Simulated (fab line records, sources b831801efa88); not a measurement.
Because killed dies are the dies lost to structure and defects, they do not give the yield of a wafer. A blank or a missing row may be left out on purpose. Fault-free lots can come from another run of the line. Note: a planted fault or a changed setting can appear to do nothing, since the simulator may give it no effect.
Chamber matching	flow sky130	SKY_NWELL_CLEAN_27 on wetBench-03: 3 sister chambers
The step cleans in SC1/SC2, time 150 s. 3 wafers are shown with their chamber, then 8 later ones without.

WAFERS, EACH WITH ITS CHAMBER
wafer	chamber	bathGuardTempC (C)
L250.5	1	69.7
L264.6	0	70.4
L265.2	2	70.0

WAFERS WITHOUT THEIR CHAMBER
wafer	bathGuardTempC (C)
L265.3	69.9
L265.6	70.3
L269.1	69.8
L269.5	69.7
L269.6	70.2
L270.2	70.2
L270.4	69.9
L270.6	70.1

WHICH CHAMBER EACH WENT THROUGH
wafer	from the rows above	in truth
L265.3	can't be placed: 2 or 1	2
L265.6	can't be placed: 0 or 2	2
L269.1	can't be placed: 1 or 2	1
L269.5	1	1
L269.6	can't be placed: 0 or 2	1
L270.2	can't be placed: 0 or 2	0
L270.4	can't be placed: 2 or 1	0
L270.6	can't be placed: 2 or 0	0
Correct placement for 1 of the 8. These rows do not allow placing 7 (true chamber among the candidates in 5). Wrongly placed: 0.
How it was worked out, from the rows above alone: a wafer's distance from a chamber is the root of the sum, over the readings, of the square of ((its reading less the chamber's mean) divided by the reading's scatter). The wafer belongs to the nearest chamber; if the next one is less than 2 further off, it can't be placed. The mean given for a chamber averages the wafers shown for that chamber. The scatter: with one shown wafer a chamber, the root of the mean of the squares of how far each hidden wafer lies from its nearest shown one.
